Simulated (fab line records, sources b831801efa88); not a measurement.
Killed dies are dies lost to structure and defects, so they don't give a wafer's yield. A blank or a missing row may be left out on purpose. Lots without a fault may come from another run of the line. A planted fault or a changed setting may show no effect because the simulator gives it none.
fab line records | flow gf180mcu
record lots=12 wafers=34 last_day=34
route steps=602 shown LVPWELL@63 POLY_GATE@169 M2@378 M4@459
lots that met no fault: from a run of the same line without faults
start_h: hours from the record's first day to the start of the lot's first wafer shown | wait_h: hours since the lot's step before | " the same as in the row above | L1.1+2: a row that stands for several wafers | - no value, or no start given | * or withheld: withheld | < > ~ a bound
route shown NAME@n: a module of which the file shows steps, and the number in the route of the first | usual: mean/standard deviation of fault-free wafers | same: alike in all rows | chamber/n: place in a boat | sites: the reading at each site | _std_site: their standard deviation | _edge_site: outer sites' mean less inner sites' | radius_mm: how far each site lies from the wafer's centre | mask NAME#n: copy n | behind: the tool/chamber that last shaped the wafer | hold: why the lot was held/for how many hours/how that ended | device: the transistor (n, p or np) that didn't switch | end of line: the same wafers' tests at the end of the route | a step without rows: its recipe alone | killed: dies lost to structure and defects at the first sort, not the wafer's yield | map: a wafer's dies, x killed, . not, _ none there
set.NAME: the setting as run; set.NAME@STEP: as run at that earlier step | model.NAME: the simulator's own value behind a step, which no gauge read
steps of the route over a sample of lots; a table a step, a row a wafer
services: from which hour (start_h, from the record's first day; less than 0 if before it) a tool's chamber was out of use, for how many hours, and why
## steps
# step GF_LVPWELL_IMPLANT_09
# recipe species=B energy_kev=60 dose_cm2=5e+12 tilt_deg=0
# usual beam_on_s=10.01/0.2 faraday_current_uA=28.2/0.56
# columns lot.wafer tool chamber start_h wait_h beam_on_s faraday_current_uA
L338.4 implanter-01 0 67.88 0.1 10.12 27.9
L338.5 " 0 " " 9.95 28.3
L338.6 " 0 " " 10.09 28.1
L339.3 implanter-01 0 73.81 0.1 10.17 27.9
L339.5 " 0 " " 10.00 28.3
L339.6 " 0 " " 10.12 27.9
L340.1 implanter-01 0 79.19 0.1 9.96 28.2
L340.4 " 0 " " 10.22 27.5
L340.6 " 0 " " 9.68 29.1
L346.3 implanter-01 0 113.57 0.1 9.79 28.8
L346.6 " 0 " " 11.06 25.5
L347.1 implanter-01 0 119.77 0.1 9.64 29.2
L347.6 " 0 " " 11.14 25.2
L349.1 implanter-01 0 135.87 0.1 10.23 27.7
L349.5 " 0 " " 10.25 27.5
L349.6 " 0 " " 11.41 24.8
L352.1 implanter-04 0 147.92 0.1 10.33 27.2
L352.4 " 0 " " 10.15 27.8
L352.5 " 0 " " 10.18 27.8
L353.2 implanter-03 0 156.37 0.1 10.01 28.2
L353.3 " 0 " " 9.85 28.6
L353.5 " 0 " " 10.10 28.0
L354.1 implanter-03 0 162.25 0.1 10.07 27.9
L354.2 " 0 " " 9.54 29.5
L354.5 " 0 " " 10.32 27.4
L355.2 implanter-04 0 164.57 0.1 10.07 28.2
L355.5 " 0 " " 10.05 28.1
L355.6 " 0 " " 9.88 28.6
L359.2 implanter-03 0 192.17 0.1 9.78 28.9
L359.3 " 0 " " 9.82 28.8
L359.6 " 0 " " 9.88 28.5
L360.4 implanter-04 0 193.52 0.1 9.87 28.8
L360.5 " 0 " " 10.25 27.5
L360.6 " 0 " " 9.76 29.1
# step GF_VT_IMPLANT_RS_MEAS_48
# recipe thk_meas_gauge=four-point-probe
# usual LVPWELL_RS=1197/3.1
# columns lot.wafer tool chamber start_h wait_h LVPWELL_RS[ohm/sq]
L338.4 film_metro-04 - 158.01 0.1 1204
L338.5 " - " " 1197
L338.6 " - " " 1200
L339.3 film_metro-04 - 164.29 0.1 1201
L339.5 " - " " 1199
L339.6 " - " " 1197
L340.1 film_metro-01 - 169.96 0.1 1201
L340.4 " - " " 1201
L340.6 " - " " 1199
L346.3 film_metro-04 - 212.01 0.1 1196
L346.6 " - " " 1167
L347.1 film_metro-03 - 219.25 0.1 1195
L347.6 " - " " 1166
L349.1 film_metro-01 - 238.86 0.1 1192
L349.5 " - " " 1194
L349.6 " - " " 1167
L352.1 film_metro-04 - 250.90 0.1 1203
L352.4 " - " " 1197
L352.5 " - " " 1199
L353.2 film_metro-03 - 261.07 0.1 1197
L353.3 " - " " 1194
L353.5 " - " " 1195
L354.1 film_metro-03 - 268.15 0.1 1197
L354.2 " - " " 1197
L354.5 " - " " 1196
L355.2 film_metro-03 - 271.12 0.1 1195
L355.5 " - " " 1197
L355.6 " - " " 1193
L359.2 film_metro-04 - 304.07 0.1 1197
L359.3 " - " " 1196
L359.6 " - " " 1200
L360.4 film_metro-03 - 306.16 0.1 1200
L360.5 " - " " 1200
L360.6 " - " " 1196
# step GF_POLY_GATE_ETCH_12
# recipe chemistry=N2/H2 target_depth_a=withheld overetch_a=withheld time_s=withheld target=BARC ion_energy_ev=200 source_w=500 bias_w=100 pressure_mtorr=30 n2_flow_sccm=100 h2_flow_sccm=200
# usual chamber_pressure_mTorr=30.001/0.026 drypump_motor_current_A=5.8/0.34 oes_product_au=0.735/0.0052 rf_fwd_power_W=495.6/2.1 throttle_valve_pct=13.215/0.0093
# columns lot.wafer tool chamber start_h wait_h chamber_pressure_mTorr drypump_motor_current_A oes_product_au rf_fwd_power_W throttle_valve_pct
L338.4 rie_diel-03 1 196.72 0.0 30.014 6.4 0.733 493.1 13.210
L338.5 " 0 " " 30.024 5.3 0.732 495.1 13.206
L338.6 " 1 " " 29.969 6.3 0.732 492.9 13.209
L339.3 rie_diel-03 3 202.67 0.0 30.007 6.1 0.734 492.8 13.226
L339.5 " 3 " " 29.976 6.0 0.729 494.9 13.217
L339.6 " 2 " " 30.007 5.9 0.735 493.1 13.227
L340.1 rie_diel-04 3 210.67 0.0 30.013 5.4 0.743 493.3 13.210
L340.4 " 1 " " 29.956 5.7 0.735 493.9 13.216
L340.6 " 0 " " 30.025 6.1 0.728 493.3 13.208
L346.3 rie_diel-02 3 255.06 0.0 30.006 6.0 0.736 496.8 13.229
L346.6 " 3 " " 30.042 6.0 0.723 500.4 13.193
L347.1 rie_diel-03 3 264.31 0.0 29.980 6.1 0.737 494.5 13.220
L347.6 " 2 " " 30.000 5.9 0.741 491.3 13.216
L349.1 rie_diel-04 2 281.18 0.0 30.007 5.5 0.724 496.5 13.212
L349.5 " 1 " " 29.982 5.7 0.741 497.8 13.217
L349.6 " 0 " " 29.971 6.1 0.731 498.9 13.207
L352.1 rie_diel-04 3 295.93 0.0 30.023 5.4 0.733 494.0 13.223
L352.4 " 3 " " 29.998 5.4 0.735 494.9 13.200
L352.5 " 2 " " 30.024 5.5 0.722 496.5 13.194
L353.2 rie_diel-04 3 305.66 0.0 29.949 5.4 0.730 494.0 13.215
L353.3 " 1 " " 29.995 5.7 0.736 495.1 13.213
L353.5 " 1 " " 30.022 5.7 0.737 495.4 13.221
L354.1 rie_diel-03 3 315.23 0.0 30.046 6.1 0.739 497.4 13.201
L354.2 " 1 " " 30.033 6.4 0.732 492.3 13.215
L354.5 " 2 " " 29.987 5.9 0.741 494.0 13.232
L355.2 rie_diel-04 3 317.01 0.0 30.018 5.4 0.728 493.3 13.232
L355.5 " 0 " " 29.985 6.1 0.737 497.0 13.218
L355.6 " 1 " " 30.017 5.7 0.736 498.7 13.212
L359.2 rie_diel-02 1 351.43 0.0 29.973 5.4 0.742 493.1 13.221
L359.3 " 0 " " 30.029 6.1 0.731 495.2 13.219
L359.6 " 3 " " 29.956 6.0 0.744 494.0 13.203
L360.4 rie_diel-03 1 355.82 0.0 29.990 6.4 0.744 494.8 13.220
L360.5 " 0 " " 30.001 5.3 0.734 495.1 13.212
L360.6 " 3 " " 29.976 6.1 0.736 497.4 13.206
# step GF_M2_METAL_ETCH_16
# recipe chemistry=Cl2/BCl3 mask_material=KrF target_depth_nm=750.8 stop_on=SiO2 pressure_mtorr=8 icp_w=800 bias_w=140 Cl2_flow_sccm=80 bcl3_flow_sccm=40 time_s=125.1
# usual chamber_pressure_mTorr=8.000/0.0075 drypump_motor_current_A=6.14/0.27 oes_product_au=0.990/0.0084 rf_fwd_power_W=796.9/2.5 throttle_valve_pct=28.230/0.011
# columns lot.wafer tool chamber start_h wait_h chamber_pressure_mTorr drypump_motor_current_A oes_product_au rf_fwd_power_W rf_hours_counter_h throttle_valve_pct
L338.4 rie_metal-01 1 435.77 0.1 8.003 6.23 0.982 797.5 - 28.253
L338.5 " 0 " " 7.999 5.71 0.996 796.7 - 28.217
L338.6 " 1 " " 8.002 6.22 0.983 799.1 - 28.244
L339.3 rie_metal-03 0 441.71 0.1 7.995 6.23 0.994 795.8 - 28.227
L339.5 " 0 " " 7.996 6.24 0.988 796.6 - 28.236
L339.6 " 1 " " 7.993 5.69 0.994 798.8 - 28.236
L340.1 rie_metal-03 0 456.26 0.0 8.000 6.25 0.983 793.3 7 28.234
L340.4 " 0 " " 8.009 6.26 0.991 794.8 - 28.217
L340.6 " 0 " " 8.010 6.25 0.994 794.8 - 28.226
L346.3 rie_metal-02 0 513.80 0.1 8.010 6.21 0.970 797.7 - 28.231
L346.6 " 1 " " 7.989 6.35 0.990 796.3 - 28.230
L347.1 rie_metal-03 1 521.81 0.0 8.001 5.74 0.996 798.8 9 28.220
L347.6 " 0 " " 8.010 6.25 0.991 794.7 - 28.225
L349.1 rie_metal-02 1 544.51 0.0 7.998 6.41 0.995 799.7 12 28.215
L349.5 " 1 " " 8.001 6.43 0.997 793.9 - 28.227
L349.6 " 1 " " 7.999 6.38 1.001 794.4 - 28.222
L352.1 rie_metal-02 1 560.76 0.0 8.006 6.42 0.991 800.4 13 28.221
L352.4 " 1 " " 8.003 6.45 0.994 797.8 - 28.230
L352.5 " 1 " " 8.017 6.46 0.994 797.4 - 28.223
L353.2 rie_metal-01 0 569.63 0.0 7.994 5.71 0.994 793.2 13 28.227
L353.3 " 0 " " 8.004 5.71 1.000 794.8 - 28.222
L353.5 " 1 " " 7.997 6.23 0.994 800.0 - 28.245
L354.1 rie_metal-01 1 580.03 0.0 8.000 6.20 0.992 798.3 7 28.238
L354.2 " 0 " " 7.992 5.71 0.995 795.9 13 28.231
L354.5 " 0 " " 8.007 5.68 0.997 800.4 - 28.231
L355.2 rie_metal-02 0 580.38 0.0 8.004 6.16 0.996 798.7 1 28.212
L355.5 " 1 " " 8.006 6.37 0.991 795.0 - 28.238
L355.6 " 0 " " 7.999 6.25 0.988 797.5 - 28.232
L359.2 rie_metal-02 1 616.43 0.0 8.005 6.39 0.999 794.9 15 28.220
L359.3 " 0 " " 7.993 6.16 0.994 794.5 - 28.234
L359.6 " 0 " " 8.001 6.14 0.988 794.7 - 28.244
L360.4 rie_metal-01 1 620.79 0.1 7.999 6.22 0.992 796.1 - 28.233
L360.5 " 1 " " 8.003 6.19 0.988 796.8 - 28.219
L360.6 " 1 " " 7.993 6.21 0.990 796.6 - 28.230
# step GF_M4_SPUTTER_03
# recipe material=Ti target_thk_nm=10 substrate_temp_c=300 chamber_pressure_pa=0.3 power_w=3000 time_s=6.7
# usual throttle_valve_pct=29.8/1.2
# columns lot.wafer tool chamber start_h wait_h throttle_valve_pct
L338.4 pvd_sputter-01 - 513.10 0.0 27.6
L338.5 " - " " 29.8
L338.6 " - " " 27.3
L339.3 pvd_sputter-01 - 519.20 0.0 29.3
L339.5 " - " " 29.4
L339.6 " - " " 27.5
L340.1 pvd_sputter-01 - 532.98 0.0 27.6
L340.4 " - " " 27.7
L340.6 " - " " 29.1
L346.3 pvd_sputter-02 - 586.07 0.0 27.7
L346.6 " - " " 28.0
L347.1 pvd_sputter-03 - 595.37 0.0 31.1
L347.6 " - " " 30.4
L349.1 pvd_sputter-02 - 615.33 0.0 27.9
L349.5 " - " " 28.0
L349.6 " - " " 31.0
L352.1 pvd_sputter-02 - 630.09 0.0 28.1
L352.4 " - " " 30.8
L352.5 " - " " 29.5
L353.2 pvd_sputter-02 - 638.34 0.0 27.7
L353.3 " - " " 30.8
L353.5 " - " " 30.4
L354.1 pvd_sputter-02 - 648.18 0.0 30.5
L354.2 " - " " 28.0
L354.5 " - " " 28.0
L355.2 pvd_sputter-01 - 648.53 0.0 29.3
L355.5 " - " " 27.6
L355.6 " - " " 29.2
L359.2 pvd_sputter-02 - 681.68 0.0 29.2
L359.3 " - " " 30.7
L359.6 " - " " 28.0
L360.4 pvd_sputter-01 - 684.65 0.0 29.1
L360.5 " - " " 29.3
L360.6 " - " " 29.4
## services
# columns tool chamber start_h hours kind
pvd_sputter-02 - 52.30 0.9 repair
pvd_sputter-01 - 66.12 7.6 repair
implanter-01 - 131.13 3.6 repair
pvd_sputter-02 - 139.15 2.8 repair
pvd_sputter-01 - 171.91 12.0 repair
implanter-01 - 177.48 2.0 repair
implanter-01 - 184.90 4.7 repair
pvd_sputter-02 - 279.21 5.1 repair
pvd_sputter-01 - 283.52 4.0 repair
rie_diel-04 2 320.31 11.8 repair
rie_diel-04 - 349.27 2.8 pm
pvd_sputter-01 - 360.90 1.8 repair
implanter-01 - 363.80 1.8 pm
implanter-01 - 393.40 4.4 repair
implanter-01 - 404.25 2.7 pm
rie_diel-04 2 422.11 4.2 repair
rie_diel-04 3 429.56 4.3 repair
implanter-01 - 462.10 18.4 repair
pvd_sputter-02 - 485.60 6.9 repair
implanter-01 - 527.04 2.3 repair
rie_diel-04 - 572.93 14.6 pm
pvd_sputter-01 - 579.95 3.7 repair
implanter-01 - 656.41 5.0 repair
implanter-01 - 664.94 3.1 repair
## key
first_sign step=GF_LVPWELL_IMPLANT_09 reading=beam_on_s direction=up sigmas=6.1 usual=10.01 struck=11.21
effect step=GF_LVPWELL_IMPLANT_09 reading=faraday_current_uA direction=down sigmas=5.4 usual=28.2 struck=25.2
effect step=GF_VT_IMPLANT_RS_MEAS_48 reading=LVPWELL_RS direction=down sigmas=9.7 usual=1197 struck=1167
met_at GF_LVPWELL_IMPLANT_09
struck_lots L346,L347,L349
struck_wafers L346.6,L347.6,L349.6
tester_left_out L346,L347,L349
not_acting_at GF_POLY_GATE_ETCH_12,GF_M2_METAL_ETCH_16,GF_M4_SPUTTER_03
onset_between 79.19 113.57
fault kind=process_parameter_drift tool=implanter-01 chamber=- onset_h=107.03 steps=GF_LVPWELL_IMPLANT_09 channel=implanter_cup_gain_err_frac offset=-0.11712 shape=step end_h=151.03 scope=struck_wafers_only
# tester_left_out: of these lots the tester's yield and bins aren't shown, on N5 and GAA mostly nor the transistor test; their killed dies are dies lost to structure and defects alone, not to doping, threshold or leakage, so they don't give the yield
